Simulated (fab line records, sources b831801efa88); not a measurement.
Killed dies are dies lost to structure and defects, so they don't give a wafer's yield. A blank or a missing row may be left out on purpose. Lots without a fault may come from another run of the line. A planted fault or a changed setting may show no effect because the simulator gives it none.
Which tool did it? | flow sky130 | 6 lots, 18 wafers sampled, at 1 step of a route of 708

WHAT THE GAUGES READ, wafer by wafer
SKY_RES_XHIGH_TW_MEAS_09.
lot  | measured     | on            | RES_XHIGH_TW
L647 | day 27 18:57 | film_metro-01 | 1664 1670 1666
L650 | day 28 22:54 | film_metro-02 | 1655 1663 1663
L653 | day 30 10:20 | film_metro-02 | 1665 1667 1670
L655 | day 30 19:53 | film_metro-01 | 1665 1666 1660
L664 | day 33 22:04 | film_metro-01 | 1666 1660 1668
L667 | day 34 05:26 | film_metro-02 | 1662 1666 1661

WHICH TOOL RAN EACH LOT (tool, then ch and the chambers of the sampled wafers, then the start)
The record holds no process step before these readings.

THE ANSWER, worked out from the rows above alone
Rule: what is usual is taken from the lots themselves. Put in order of their means at a reading, lots are off if they are a third of the lots or fewer, leave a main group of 4 or more, and stand apart from it by a gap of 3 or more times the standard deviation of the main group's means; of several such gaps the widest counts. A main group whose means are all the same, to the digits that the tables above print for the reading, isn't used. A lot without any number at a reading at which 4 lots or more have one is off too. The other lots that the step has rows for count as sound.
No lot is off at any reading shown: from this, nothing can be told.

WHAT THE SIMULATOR HAD PUT IN
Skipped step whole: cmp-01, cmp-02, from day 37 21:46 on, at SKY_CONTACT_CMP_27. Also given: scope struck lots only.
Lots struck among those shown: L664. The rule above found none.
